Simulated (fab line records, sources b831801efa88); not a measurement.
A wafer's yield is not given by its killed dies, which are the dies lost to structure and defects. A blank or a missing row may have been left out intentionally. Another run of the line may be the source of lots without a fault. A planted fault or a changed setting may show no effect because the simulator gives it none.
fab line records | flow sky130
record: lots: 11 wafers: 33 last-day: 50
route steps=708 shown METAL5@675 PASSIVATION@692 PAD_OPEN@708
lots with no fault: from the same line, run without faults
start-h: the number of hours between the record's first day and the start of the first shown wafer of the lot | wait-h: time in hours since the lot's previous step | " the same as in the row above | L1.1+2: a single row standing in for several wafers | - no value present, or no start provided | * or withheld: withheld | < > ~ a bound
route shown NAME@n: a module of which the file shows steps, and the number in the route of the first | usual: mean/standard deviation taken from wafers without a fault | same: alike in all rows | chamber/n: place in a boat | sites: the reading at each site | _std_site: standard deviation of those values | _edge_site: outer sites' mean less inner sites' | radius-mm: how far each site lies from the wafer's centre | mask NAME#n: copy n | behind: the tool/chamber that last shaped the wafer | hold: reason for holding the lot/hours on hold/outcome of the hold | device: transistor that didn't switch, given as n, p or np | end of line: the tests these same wafers got at the end of their route | a step given without rows: its recipe and nothing more | killed: count of dies lost to structure and defects at first sort (not the wafer's yield) | map: dies across one wafer; x = killed, . = not, _ = none there
set.NAME: the run value of the setting; set.NAME@STEP: its run value at that earlier step | model.NAME: the simulator's own value behind a step, which no gauge read
one table for each step of the route and one row for each wafer, over a sample of lots
services: from which hour (start-h, from the record's first day; less than 0 if before it) a tool's chamber was out of use, for how many hours, and why
== steps ==
step: SKY_METAL5_DESCUM_14
recipe: chemistry: O2 source-power-w: 150 bias-power-w: 0 pressure-mtorr: 10 temp-c: 40 time-s: 11
usual: drypump-motor-current-A: 5.8/0.6 oes-product-au: 1.002/0.0087
columns lot.wafer tool chamber start-h wait-h drypump-motor-current-A oes-product-au rf-hours-counter-h
L502.3 rie-metal-01 0 1023.49 0.1 6.1 0.997 -
L502.4 " 1 " " 6.6 0.992 -
L502.6 " 1 " " 6.6 0.987 -
L508.2 rie-metal-01 1 1068.03 0.1 6.6 0.988 16
L508.3 " 0 " " 6.1 0.996 -
L508.5 " 1 " " 6.5 0.985 -
L511.3 rie-metal-04 0 1083.39 0.1 6.3 1.001 -
L511.5 " 1 " " 5.7 0.999 -
L511.6 " 0 " " 6.3 1.013 -
L512.2 rie-metal-01 0 1095.29 0.1 6.1 0.990 9
L512.3 " 1 " " 6.6 0.993 -
L512.6 " 1 " " 6.6 0.997 -
L513.1 rie-metal-03 0 1096.80 0.1 5.2 0.999 15
L513.5 " 0 " " 5.2 1.011 -
L513.6 " 1 " " 5.0 0.998 -
L514.1 rie-metal-03 0 1107.25 0.1 5.2 1.019 15
L514.4 " 1 " " 5.0 1.002 -
L514.5 " 1 " " 5.0 0.999 -
L515.2 rie-metal-01 0 1108.69 0.1 6.1 0.990 10
L515.3 " 0 " " 6.1 0.983 -
L515.6 " 1 " " 6.6 0.993 -
L519.1 rie-metal-04 1 1136.55 0.1 5.7 1.007 18
L519.2 " 0 " " 6.3 1.013 23
L519.4 " 1 " " 5.7 1.000 -
L521.1 rie-metal-04 0 1146.23 0.1 6.3 1.011 23
L521.2 " 1 " " 5.7 0.994 19
L521.6 " 0 " " 6.3 0.999 -
L522.1 rie-metal-01 1 1148.24 0.1 6.6 0.993 22
L522.3 " 0 " " 6.1 0.991 -
L522.6 " 1 " " 6.6 0.995 -
L525.2 rie-metal-01 0 1155.90 0.1 6.1 0.999 14
L525.5 " 0 " " 6.1 1.001 -
L525.6 " 1 " " 6.6 1.003 -
step: SKY_METAL5_STRIP_16
recipe: chemistry: O2/N2 power-w: 1400 pressure-mtorr: 1500 platen-temp-c: withheld o2-flow-sccm: 3000 n2-flow-sccm: 300 overash-fraction: 0.5
usual: chamber-pressure-mTorr: 1500.1/1.5 drypump-motor-current-A: 5.9/0.47 oes-product-au: 0.711/0.0045 strip-time-to-endpoint-s: 13.04/0.13
columns lot.wafer tool chamber start-h wait-h chamber-pressure-mTorr drypump-motor-current-A oes-product-au rf-hours-counter-h strip-time-to-endpoint-s
L502.3 plasma-asher-01 0 1023.78 0.1 1503.0 6.7 0.717 - 13.05
L502.4 " 1 " " 1502.4 5.7 0.712 - 13.18
L502.6 " 0 " " 1500.1 6.8 0.708 - 13.32
L508.2 plasma-asher-03 0 1068.30 0.2 1500.0 6.2 0.703 100 13.14
L508.3 " 0 " " 1499.1 6.1 0.710 - 13.09
L508.5 " 0 " " 1500.3 6.1 0.707 - 13.11
L511.3 plasma-asher-02 1 1083.68 0.1 1498.8 6.2 0.714 - 13.12
L511.5 " 0 " " 1499.1 5.4 0.706 - 13.04
L511.6 " 1 " " 1499.8 6.2 0.709 - 13.05
L512.2 plasma-asher-01 1 1095.56 0.2 1501.0 5.7 0.708 36 13.14
L512.3 " 0 " " 1503.2 6.7 0.711 - 13.10
L512.6 " 0 " " 1500.9 6.7 0.705 - 13.07
L513.1 plasma-asher-01 0 1097.07 0.2 1500.9 6.7 0.706 36 12.85
L513.5 " 1 " " 1498.1 5.8 0.711 - 12.85
L513.6 " 0 " " 1500.8 6.7 0.712 - 12.98
L514.1 plasma-asher-01 1 1107.52 0.2 1500.9 5.8 0.705 37 12.91
L514.4 " 1 " " 1503.4 5.8 0.713 - 13.02
L514.5 " 0 " " 1498.8 6.7 0.711 - 12.88
L515.2 plasma-asher-03 0 1108.96 0.2 1502.0 6.2 0.707 104 13.20
L515.3 " 1 " " 1502.3 5.5 0.709 - 13.25
L515.6 " 0 " " 1497.7 6.2 0.713 - 13.32
L519.1 plasma-asher-01 0 1136.82 0.2 1502.0 6.7 0.707 39 13.09
L519.2 " 1 " " 1500.3 5.8 0.708 39 13.11
L519.4 " 1 " " 1500.0 5.7 0.712 - 13.11
L521.1 plasma-asher-02 1 1146.50 0.2 1501.7 6.2 0.710 8 12.87
L521.2 " 0 " " 1498.7 5.4 0.713 8 12.99
L521.6 " 0 " " 1498.4 5.3 0.715 - 12.84
L522.1 plasma-asher-01 1 1148.51 0.2 1499.5 5.7 0.708 40 13.11
L522.3 " 1 " " 1499.3 5.7 0.703 - 13.05
L522.6 " 0 " " 1498.6 6.7 0.711 - 13.21
L525.2 plasma-asher-01 0 1156.17 0.2 1500.1 6.8 0.715 41 13.13
L525.5 " 1 " " 1499.8 5.7 0.709 - 13.02
L525.6 " 0 " " 1499.0 6.8 0.710 - 13.23
step: SKY_METAL5_STRIP_17
recipe: chemistry: post-etch-residue-remover time-s: 1200 temp-c: 72.5
usual: bath-guard-temp-C: 72.4/0.57 bath-heat-duty-pct: 15.0/1.7
columns lot.wafer tool chamber start-h wait-h bath-guard-temp-C bath-heat-duty-pct
L502.3 wet-bench-01 3 1023.85 0.0 73.4 18.5
L502.4 " 3 " " 72.9 18.1
L502.6 " 3 " " 73.2 17.6
L508.2 wet-bench-01 3 1068.40 0.1 73.4 17.2
L508.3 " 3 " " 73.4 18.7
L508.5 " 3 " " 73.0 16.8
L511.3 wet-bench-02 2 1083.75 0.0 72.2 14.5
L511.5 " 2 " " 72.0 14.8
L511.6 " 2 " " 71.9 15.0
L512.2 wet-bench-02 3 1095.66 0.1 - -
L512.3 " 3 " " - -
L512.6 " 3 " " - -
L513.1 wet-bench-01 3 1097.17 0.1 - -
L513.5 " 3 " " - -
L513.6 " 3 " " - -
L514.1 wet-bench-02 1 1107.62 0.1 - -
L514.4 " 1 " " - -
L514.5 " 1 " " - -
L515.2 wet-bench-02 1 1109.06 0.1 72.1 14.4
L515.3 " 1 " " 71.9 14.9
L515.6 " 1 " " 72.1 14.7
L519.1 wet-bench-02 1 1137.06 0.2 71.9 14.6
L519.2 " 1 " " 72.2 15.0
L519.4 " 1 " " 72.1 13.6
L521.1 wet-bench-02 1 1146.60 0.1 71.9 14.0
L521.2 " 1 " " 72.0 14.5
L521.6 " 1 " " 71.9 16.1
L522.1 wet-bench-02 2 1148.61 0.1 72.5 14.5
L522.3 " 2 " " 72.2 15.4
L522.6 " 2 " " 71.5 14.3
L525.2 wet-bench-02 1 1156.32 0.1 72.3 14.1
L525.5 " 1 " " 72.0 15.2
L525.6 " 1 " " 72.2 16.5
step: SKY_PASSIVATION_ETCH_11
recipe: chemistry: CF4/O2 target-depth-nm: 725 stop-on: AlCu source-w: 800 bias-w: 150 pressure-mtorr: 150 cf4-flow-sccm: 80 O2_flow_sccm: 10 time-s: 161.1
usual: cf4-flow-sccm: 79.97/0.22 drypump-motor-current-A: 5.6/0.31 oes-product-au: 0.979/0.0068 throttle-valve-pct: 5.965/0.0087
columns lot.wafer tool chamber start-h wait-h cf4-flow-sccm drypump-motor-current-A oes-product-au rf-hours-counter-h throttle-valve-pct
L502.3 rie-diel-03 1 1047.33 - 80.17 5.6 0.977 21 5.963
L502.4 " 2 " " 79.85 5.3 0.983 6 5.974
L502.6 " 1 " " 80.41 5.6 0.977 - 5.961
L508.2 rie-diel-01 2 1090.10 - 80.07 5.6 0.986 17 5.963
L508.3 " 3 " " 80.24 5.0 0.977 2 5.952
L508.5 " 0 " " 80.05 6.1 0.980 - 5.977
L511.3 rie-diel-01 3 1104.73 - 80.07 5.0 0.965 3 5.960
L511.5 " 2 " " 79.67 5.6 0.980 - 5.967
L511.6 " 1 " " 80.42 6.0 0.991 - 5.950
L512.2 rie-diel-01 1 1116.39 - 79.94 6.1 0.978 21 5.968
L512.3 " 2 " " 79.72 5.6 0.979 18 5.966
L512.6 " 2 " " 79.71 5.6 0.977 - 5.955
L513.1 rie-diel-04 1 1117.54 - 80.18 5.3 0.984 11 5.958
L513.5 " 0 " " 79.92 5.4 0.988 - 5.964
L513.6 " 1 " " 80.16 5.3 0.982 - 5.980
L514.1 rie-diel-04 3 1128.33 - 79.74 5.6 0.980 32 5.962
L514.4 " 1 " " 79.83 5.3 0.983 11 5.951
L514.5 " 0 " " 80.17 5.4 0.975 - 5.981
L515.2 rie-diel-04 2 1129.40 - 79.80 5.1 0.975 17 5.959
L515.3 " 0 " " 79.90 5.4 0.966 17 5.973
L515.6 " 2 " " 80.44 5.1 0.972 - 5.961
L519.1 rie-diel-03 0 1156.53 - 79.67 5.9 0.975 20 5.951
L519.2 " 1 " " 79.73 5.7 0.980 25 5.971
L519.4 " 1 " " 80.00 5.6 0.981 - 5.960
L521.1 rie-diel-03 2 1164.70 - 80.18 5.2 0.964 10 5.952
L521.2 " 1 " " 80.41 5.7 0.970 25 5.962
L521.6 " 2 " " 80.25 5.3 0.970 - 5.976
L522.1 rie-diel-03 1 1166.69 - 80.15 5.7 0.961 26 5.960
L522.3 " 2 " " 79.86 5.3 0.985 10 5.966
L522.6 " 0 " " 80.25 5.9 0.991 - 5.967
L525.2 rie-diel-03 0 1174.24 - 80.12 6.0 0.973 21 5.968
L525.5 " 2 " " 79.96 5.3 0.975 - 5.977
L525.6 " 3 " " 79.95 5.7 0.975 - 5.977
step: SKY_PAD_OPEN_PROBE_99
usual: defect-limited-yield: 82.2/1.9 killed_at_M0_to_M3: 44/6.6 killed_at_M4_up: 3.4/1.9 killed-at-contacts: 25/5.6 killed-at-front-end: 15/4.6 killed-at-other: 0.3/0.6 killed-dies: 88/9.5 killed-open: 47/7.1 killed-short: 40/6.4 sort_bin_3_pad_short: 1.0/0.47 sort_bin_5_function: 10.4/1.4 sort_bin_6_memory: 6.4/1.1 sort-n-pass: 404/9.5 sort-yield-pct: 82.2/1.9
same: gross-dies: 492 killed-at-back-side: 0 sort_bin_4_leakage[%]: 0 sort_bin_8_speed[%]: 0
columns lot.wafer tool chamber start-h wait-h defect-limited-yield[%] killed_at_M0_to_M3 killed_at_M4_up killed-at-contacts killed-at-front-end killed-at-other killed-dies killed-open killed-short sort_bin_3_pad_short[%] sort_bin_5_function[%] sort_bin_6_memory[%] sort-n-pass sort-yield-pct[%]
L502.3 prober-02 - 1071.06 0.2 82.9 41 1 24 17 1 84 50 33 0.6 9.1 7.3 408 82.9
L502.4 prober-02 - 1071.11 0.2 82.1 48 4 25 11 0 88 47 41 1.2 9.1 7.5 404 82.1
L502.6 prober-02 - 1071.21 0.2 81.9 50 1 16 21 1 89 60 29 1.0 10.2 6.9 403 81.9
L508.2 prober-02 - 1112.91 0.1 81.7 43 1 29 17 0 90 53 35 1.0 9.3 7.9 402 81.7
L508.3 prober-02 - 1112.96 0.2 82.5 48 2 14 22 0 86 56 30 0.6 8.5 8.3 406 82.5
L508.5 prober-02 - 1113.06 0.2 83.5 40 1 20 20 0 81 39 42 0.8 10.0 5.7 411 83.5
L511.3 prober-01 - 1126.69 0.2 83.3 47 2 23 10 0 82 37 45 0.6 8.1 7.9 410 83.3
L511.5 prober-01 - 1126.79 0.2 81.1 46 3 24 20 0 93 50 43 0.4 11.2 7.3 399 81.1
L511.6 prober-01 - 1126.84 0.2 82.7 53 3 21 8 0 85 45 40 0.8 11.2 5.3 407 82.7
L512.2 prober-02 - 1137.46 0.1 81.1 45 5 22 21 0 93 47 43 1.6 10.2 7.1 399 81.1
L512.3 prober-02 - 1137.51 0.2 79.5 52 4 27 18 0 101 52 46 1.2 11.2 8.1 391 79.5
L512.6 prober-02 - 1137.66 0.2 82.9 31 2 26 23 2 84 44 39 1.0 10.8 5.3 408 82.9
L515.2 prober-01 - 1149.82 0.1 83.3 43 5 22 12 0 82 43 39 1.4 8.9 6.3 410 83.3
L515.3 prober-01 - 1149.87 0.2 84.1 31 2 34 11 0 78 47 31 0.6 9.3 5.9 414 84.1
L515.6 prober-01 - 1150.02 0.2 80.3 43 6 25 23 0 97 59 38 1.2 10.8 7.7 395 80.3
L521.1 prober-02 - 1184.11 0.1 80.9 46 2 27 18 1 94 45 49 2.0 11.2 5.9 398 80.9
L521.2 prober-02 - 1184.16 0.1 82.7 47 2 21 15 0 85 48 37 0.4 9.8 7.1 407 82.7
L521.6 prober-02 - 1184.36 0.2 80.1 48 3 39 8 0 98 54 44 1.6 12.0 6.3 394 80.1
L525.2 prober-02 - 1193.09 0.1 80.3 49 4 25 19 0 97 58 39 1.4 11.4 6.9 395 80.3
L525.5 prober-02 - 1193.24 0.2 82.1 44 4 25 15 0 88 52 36 0.6 10.8 6.5 404 82.1
L525.6 prober-02 - 1193.29 0.2 79.1 52 4 29 18 0 103 52 51 0.8 11.6 8.5 389 79.1
killed by level:class
L502.3 VIA1:geometric-particle:open=16 LI_CONTACT:geometric-particle:open=9 FIELD_ISO:geometric-particle:open=7 CONTACT:geometric-particle:open=7 METAL2:geometric-particle:short=5 METAL1:geometric-particle:short=5 VIA2:geometric-particle:open=5 LOCAL_INTERCONNECT:geometric-particle:short=4
L502.4 VIA1:geometric-particle:open=10 VIA2:geometric-particle:open=8 VIA3:geometric-particle:open=8 LI_CONTACT:geometric-particle:open=6 CONTACT:geometric-particle:open=6 METAL2:geometric-particle:short=6 LOCAL_INTERCONNECT:geometric-particle:short=5 CONTACT:geometric-particle:short=5
L502.6 VIA1:geometric-particle:open=11 VIA2:geometric-particle:open=9 LI_CONTACT:geometric-particle:open=8 FIELD_ISO:geometric-particle:short=6 POLY_GATE:geometric-particle:open=6 CONTACT:geometric-particle:open=5 METAL1:geometric-particle:open=5 METAL2:geometric-particle:short=5
L508.2 VIA2:geometric-particle:open=11 CONTACT:geometric-particle:open=9 METAL1:geometric-particle:short=8 LI_CONTACT:geometric-particle:open=7 VIA3:geometric-particle:open=7 FIELD_ISO:geometric-particle:open=5 FIELD_ISO:geometric-particle:short=5 METAL1:geometric-particle:open=5
L508.3 VIA3:geometric-particle:open=13 VIA1:geometric-particle:short=10 VIA1:geometric-particle:open=10 POLY_GATE:geometric-particle:open=7 CONTACT:geometric-particle:open=6 VIA2:geometric-particle:open=5 FIELD_ISO:geometric-particle:short=4 LI_CONTACT:geometric-particle:open=4
L508.5 POLY_GATE:geometric-particle:open=9 LI_CONTACT:geometric-particle:open=7 METAL1:geometric-particle:short=7 CONTACT:geometric-particle:open=6 VIA1:geometric-particle:short=6 FIELD_ISO:geometric-particle:short=5 VIA2:geometric-particle:open=5 VIA3:geometric-particle:short=5
L511.3 LI_CONTACT:geometric-particle:open=9 VIA1:geometric-particle:open=8 METAL1:geometric-particle:short=7 VIA2:geometric-particle:open=6 VIA2:geometric-particle:short=6 METAL2:geometric-particle:short=5 METAL3:geometric-particle:short=5 LOCAL_INTERCONNECT:geometric-particle:short=4
L511.5 VIA1:geometric-particle:open=13 LI_CONTACT:geometric-particle:open=9 VIA3:geometric-particle:open=9 METAL1:geometric-particle:short=8 LOCAL_INTERCONNECT:geometric-particle:short=7 POLY_GATE:geometric-particle:short=6 POLY_GATE:geometric-particle:open=5 CONTACT:geometric-particle:open=5
L511.6 VIA1:geometric-particle:open=12 METAL2:geometric-particle:short=10 CONTACT:geometric-particle:open=8 VIA3:geometric-particle:open=8 VIA2:geometric-particle:open=8 LOCAL_INTERCONNECT:geometric-particle:short=5 VIA1:geometric-particle:short=4 LI_CONTACT:geometric-particle:short=3
L512.2 VIA1:geometric-particle:open=13 POLY_GATE:geometric-particle:short=10 CONTACT:geometric-particle:open=7 LI_CONTACT:geometric-particle:open=6 METAL3:geometric-particle:short=6 VIA3:geometric-particle:open=5 CONTACT:geometric-particle:short=4 VIA1:geometric-particle:short=4
L512.3 VIA1:geometric-particle:open=14 METAL1:geometric-particle:short=9 VIA1:geometric-particle:short=8 CONTACT:geometric-particle:open=8 VIA3:geometric-particle:open=7 LI_CONTACT:geometric-particle:open=6 POLY_GATE:geometric-particle:short=5 CONTACT:geometric-particle:short=5
L512.6 CONTACT:geometric-particle:open=11 VIA1:geometric-particle:open=8 FIELD_ISO:geometric-particle:short=7 METAL2:geometric-particle:short=6 LI_CONTACT:geometric-particle:open=5 CONTACT:geometric-particle:short=5 VIA3:geometric-particle:open=5 POLY_GATE:geometric-particle:open=4
L515.2 CONTACT:geometric-particle:open=11 VIA3:geometric-particle:open=10 VIA1:geometric-particle:open=7 METAL1:geometric-particle:short=7 VIA1:geometric-particle:short=6 LI_CONTACT:geometric-particle:open=5 FIELD_ISO:geometric-particle:short=4 METAL3:geometric-particle:short=4
L515.3 CONTACT:geometric-particle:open=13 LI_CONTACT:geometric-particle:open=10 VIA3:geometric-particle:open=8 POLY_GATE:geometric-particle:open=5 CONTACT:geometric-particle:short=5 VIA1:geometric-particle:open=5 VIA1:geometric-particle:short=5 METAL2:geometric-particle:short=4
L515.6 VIA1:geometric-particle:open=12 VIA3:geometric-particle:open=10 CONTACT:geometric-particle:open=10 FIELD_ISO:geometric-particle:open=8 VIA2:geometric-particle:open=6 LI_CONTACT:geometric-particle:open=5 CONTACT:geometric-particle:short=5 METAL4:geometric-particle:short=5
L521.1 CONTACT:geometric-particle:open=9 VIA1:geometric-particle:short=8 LI_CONTACT:geometric-particle:open=8 METAL2:geometric-particle:short=8 VIA3:geometric-particle:short=6 VIA2:geometric-particle:open=6 VIA3:geometric-particle:open=6 FIELD_ISO:geometric-particle:short=5
L521.2 VIA1:geometric-particle:open=13 CONTACT:geometric-particle:open=9 VIA2:geometric-particle:open=6 VIA1:geometric-particle:short=6 FIELD_ISO:geometric-particle:open=5 LI_CONTACT:geometric-particle:open=5 METAL1:geometric-particle:short=5 METAL3:geometric-particle:short=5
L521.6 CONTACT:geometric-particle:open=14 LI_CONTACT:geometric-particle:open=9 CONTACT:geometric-particle:short=8 METAL1:geometric-particle:short=8 VIA3:geometric-particle:open=8 VIA2:geometric-particle:open=7 VIA1:geometric-particle:open=6 LOCAL_INTERCONNECT:geometric-particle:short=5
L525.2 CONTACT:geometric-particle:open=16 VIA1:geometric-particle:open=14 METAL2:geometric-particle:short=9 POLY_GATE:geometric-particle:open=7 VIA2:geometric-particle:open=6 LOCAL_INTERCONNECT:geometric-particle:short=5 VIA3:geometric-particle:open=5 FIELD_ISO:geometric-particle:short=4
L525.5 VIA1:geometric-particle:open=13 LI_CONTACT:geometric-particle:open=9 CONTACT:geometric-particle:open=8 METAL2:geometric-particle:short=8 VIA2:geometric-particle:open=8 FIELD_ISO:geometric-particle:short=5 POLY_GATE:geometric-particle:short=4 FIELD_ISO:geometric-particle:open=3
L525.6 VIA1:geometric-particle:open=12 METAL2:geometric-particle:short=11 VIA2:geometric-particle:open=9 CONTACT:geometric-particle:open=8 LI_CONTACT:geometric-particle:open=7 VIA3:geometric-particle:open=7 VIA1:geometric-particle:short=6 LI_CONTACT:geometric-particle:short=5
== services ==
columns tool chamber start-h hours kind
rie-diel-01 - 1003.51 14.6 pm
rie-diel-01 2 1023.18 8.5 repair
rie-diel-04 1 1024.29 9.4 repair
rie-diel-03 1 1025.82 1.3 repair
wet-bench-01 - 1029.82 3.0 repair
plasma-asher-03 - 1030.41 2.1 repair
plasma-asher-03 - 1033.73 0.4 repair
plasma-asher-02 - 1055.28 9.0 pm
plasma-asher-02 0 1055.28 9.0 vent-cycle
plasma-asher-02 1 1055.28 9.0 vent-cycle
rie-metal-01 - 1055.53 2.4 repair
wet-bench-01 - 1060.92 0.5 repair
plasma-asher-01 - 1061.15 12.7 repair
plasma-asher-02 0 1064.28 - clean
rie-metal-04 - 1094.69 0.5 repair
plasma-asher-01 - 1097.38 1.3 repair
rie-metal-04 - 1111.92 4.0 pm
rie-diel-01 0 1116.11 10.1 repair
rie-metal-04 - 1124.09 1.4 pm
rie-diel-03 3 1138.31 19.5 repair
rie-diel-04 - 1138.81 15.6 pm
rie-metal-04 - 1140.92 0.3 repair
rie-diel-03 0 1157.50 8.9 repair
rie-diel-04 - 1162.02 12.7 repair
== key ==
first-sign: step: SKY_METAL5_STRIP_17 reading: tool-record direction: missing
effect none on later readings
met-at SKY_METAL5_STRIP_17
struck-lots L512,L513,L514
not-acting-at SKY_METAL5_DESCUM_14,SKY_METAL5_STRIP_16,SKY_PASSIVATION_ETCH_11
onset-between 1083.75 1095.66
fault: kind: skipped-step-whole tool: wet-bench-01,wet-bench-02 chamber: - onset-h: 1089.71 steps: SKY_METAL5_STRIP_17 scope: struck-lots-only
